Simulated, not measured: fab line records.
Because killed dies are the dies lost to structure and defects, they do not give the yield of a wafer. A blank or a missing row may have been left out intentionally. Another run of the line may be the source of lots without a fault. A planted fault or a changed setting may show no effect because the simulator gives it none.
The tool behind it: which one?    flow gf180mcu    12 lots with 36 wafers sampled at 6 steps, on a route of 602 steps

## WHAT EACH GAUGE READ, for each wafer
GF_VT_IMPLANT_TW_MEAS_43.
lot   measured      on             VT_IMPLANT_4_TW
L503  day 7 23:10   film_metro-01  688 685 684
L504  day 8 07:40   film_metro-01  682 684 683
L506  day 8 10:47   film_metro-04  681 682 685
L505  day 8 11:46   film_metro-01  679 682 682
L507  day 8 21:35   film_metro-01  681 682 682
L508  day 9 03:10   film_metro-04  33 33 33
L520  day 13 08:19  film_metro-04  682 685 682
L521  day 13 08:56  film_metro-01  680 681 680
L523  day 13 20:47  film_metro-01  687 686 686
L522  day 13 22:08  film_metro-01  684 681 681
L524  day 14 13:01  film_metro-02  672 672 674
L525  day 14 16:38  film_metro-04  683 682 684

GF_V1_OVL_MEAS_15.
lot   measured      on          V1_OVL (nm)
L503  day 18 12:35  overlay-01  4 -6 1
L504  day 19 00:36  overlay-02  7 6 9
L506  day 19 11:42  overlay-02  -5 6 5
L505  day 19 08:48  overlay-02  6 5 6
L507  day 19 23:25  overlay-01  0 -4 2
L520  day 25 09:10  overlay-02  -5 11 4
L521  day 25 09:31  overlay-01  8 1 -2
L523  day 25 20:35  overlay-02  3 -5 0
L522  day 26 04:11  overlay-01  4 0 4
L524  day 26 09:06  overlay-01  1 4 2
L525  day 26 15:58  overlay-01  5 2 -1

GF_M2_OVL_MEAS_15.
lot   measured      on          M2_OVL (nm)
L503  day 19 13:44  overlay-02  -1 -2 -6
L504  day 20 02:10  overlay-01  6 15 3
L506  day 20 12:58  overlay-02  -2 4 4
L505  day 20 10:37  overlay-02  -6 2 6
L507  day 21 00:44  overlay-02  7 1 -5
L520  day 26 08:01  overlay-01  0 -8 -2
L521  day 26 08:12  overlay-01  -1 1 6
L523  day 26 18:21  overlay-01  -11 -3 -4
L522  day 27 03:02  overlay-01  -1 3 -4
L524  day 27 08:03  overlay-02  -4 5 7
L525  day 27 13:55  overlay-01  1 3 -2

## WHAT TOOL EACH LOT RAN ON (gives the tool, then ch and the chambers of the sampled wafers, and finally the start)
lot   GF_VT_IMPLANT_STRIP_31                GF_VT_IMPLANT_STRIP_42                GF_M2_SPUTTER_01
L503  plasma_asher-02 ch 0,1, day 7 08:16   plasma_asher-04 ch 0,1, day 7 23:04   pvd_sputter-04, day 18 14:06
L504  plasma_asher-01 ch 0,1, day 7 15:59   plasma_asher-02 ch 0,1, day 8 07:34   pvd_sputter-01, day 19 02:08
L506  plasma_asher-02 ch 0,1, day 7 18:25   plasma_asher-01 ch 0,1, day 8 10:41   pvd_sputter-03, day 19 13:12
L505  plasma_asher-01 ch 0,1, day 7 19:56   plasma_asher-02 ch 0,1, day 8 11:40   pvd_sputter-01, day 19 10:17
L507  plasma_asher-04 ch 0,1, day 8 05:25   plasma_asher-01 ch 0,1, day 8 21:28   pvd_sputter-03, day 20 00:53
L508  plasma_asher-04 ch 0,1, day 8 10:23   plasma_asher-04 ch 0,1, day 9 03:04   -
L520  plasma_asher-04 ch 0,1, day 12 12:52  plasma_asher-04 ch 0,1, day 13 08:13  pvd_sputter-01, day 25 10:44
L521  plasma_asher-02 ch 0,1, day 12 13:10  plasma_asher-02 ch 0,1, day 13 08:50  pvd_sputter-04, day 25 11:02
L523  plasma_asher-01 ch 0,1, day 13 00:52  plasma_asher-02 ch 0,1, day 13 20:40  pvd_sputter-04, day 25 22:04
L522  plasma_asher-01 ch 0,1, day 13 01:34  plasma_asher-04 ch 0,1, day 13 22:01  pvd_sputter-03, day 26 05:40
L524  plasma_asher-04 ch 0,1, day 13 16:23  plasma_asher-04 ch 0,1, day 14 12:55  pvd_sputter-04, day 26 10:36
L525  plasma_asher-04 ch 0,1, day 13 19:53  plasma_asher-04 ch 0,1, day 14 16:32  pvd_sputter-04, day 26 17:28
- GF_VT_IMPLANT_STRIP_31: strips in O2/N2.
- GF_VT_IMPLANT_STRIP_42: strips in O2/N2.
- GF_M2_SPUTTER_01: material TiN, target thk 30 nm, time 25 s.

## WHAT THE TOOLS THEMSELVES READ (means of the sampled wafers that have a number; where no wafer has one, the mark that the record gives instead)
GF_VT_IMPLANT_STRIP_31.
lot   tool             drypump_motor_current_A (A)  heater_power_w (W)  o2_flow_sccm (sccm)  oes_product_au (a.u.)  strip_time_to_endpoint_s (s)
L503  plasma_asher-02  5.40                         315                 3005                 0.712                  12.60
L504  plasma_asher-01  5.83                         302                 2999                 0.717                  12.58
L506  plasma_asher-02  5.41                         320                 3000                 0.712                  12.63
L505  plasma_asher-01  5.67                         306                 2993                 0.714                  12.61
L507  plasma_asher-04  5.71                         366                 3001                 0.715                  12.64
L508  plasma_asher-04  5.68                         339                 2997                 0.951                  -
L520  plasma_asher-04  5.70                         338                 2999                 0.718                  12.65
L521  plasma_asher-02  5.41                         317                 3005                 0.714                  12.60
L523  plasma_asher-01  5.83                         296                 3002                 0.713                  12.65
L522  plasma_asher-01  5.84                         291                 3004                 0.715                  12.67
L524  plasma_asher-04  5.71                         374                 3011                 0.713                  12.62
L525  plasma_asher-04  5.67                         336                 3001                 0.717                  12.66

GF_VT_IMPLANT_STRIP_42.
lot   tool             drypump_motor_current_A (A)  heater_power_w (W)  o2_flow_sccm (sccm)  oes_product_au (a.u.)  strip_time_to_endpoint_s (s)
L503  plasma_asher-04  5.71                         368                 2999                 0.712                  12.61
L504  plasma_asher-02  5.41                         317                 2991                 0.719                  12.64
L506  plasma_asher-01  5.83                         294                 3004                 0.716                  12.64
L505  plasma_asher-02  5.40                         309                 2992                 0.711                  12.61
L507  plasma_asher-01  5.69                         296                 2999                 0.715                  12.62
L508  plasma_asher-04  5.66                         341                 2997                 0.715                  15.30
L520  plasma_asher-04  5.68                         340                 2995                 0.721                  12.69
L521  plasma_asher-02  5.43                         316                 3002                 0.713                  12.61
L523  plasma_asher-02  5.41                         320                 3005                 0.718                  12.60
L522  plasma_asher-04  5.71                         370                 2996                 0.715                  12.59
L524  plasma_asher-04  5.71                         371                 3006                 0.720                  12.66
L525  plasma_asher-04  5.68                         342                 3002                 0.720                  12.58

GF_M2_SPUTTER_01.
lot   tool            throttle_valve_pct (%)
L503  pvd_sputter-04  29.6
L504  pvd_sputter-01  32.9
L506  pvd_sputter-03  29.1
L505  pvd_sputter-01  31.8
L507  pvd_sputter-03  27.9
L520  pvd_sputter-01  31.1
L521  pvd_sputter-04  29.5
L523  pvd_sputter-04  29.2
L522  pvd_sputter-03  30.1
L524  pvd_sputter-04  29.0
L525  pvd_sputter-04  29.8

## THE ANSWER, worked out from the rows above alone
Rule: the lots themselves supply what counts as usual. The widest of any qualifying gaps counts: lots, ordered by their means at a reading, are off when they make up no more than a third of the lots, leave a main group of 4 or more, and stand apart from it by 3 or more times the standard deviation of that group's means. The tables above print the reading to a certain number of digits; a main group whose means all agree to those digits is not used. Also off: a lot with no number at a reading for which 4 or more lots have one. The other lots that the step has rows for count as sound. The gauges are gone through in route order, then the tools' own readings, and for those a lot's mean is taken as printed above. At the first step where some lot is off, the reading lying furthest off is the one used; lots without a number count as furthest.
Off: L508, seen at GF_VT_IMPLANT_TW_MEAS_43 (VT_IMPLANT_4_TW). The main group: mean 682, standard deviation 3.4.
A tool fits if, at a process step before that reading, it ran every lot that is off, and no sound lot after the first of them. The gauges at GF_VT_IMPLANT_TW_MEAS_43 aren't tried: what is off there is off at GF_VT_IMPLANT_STRIP_31 too, on other tools, and a gauge's error can't cause that. No candidate that was tried fits.

## WHAT THE SIMULATOR PUT IN
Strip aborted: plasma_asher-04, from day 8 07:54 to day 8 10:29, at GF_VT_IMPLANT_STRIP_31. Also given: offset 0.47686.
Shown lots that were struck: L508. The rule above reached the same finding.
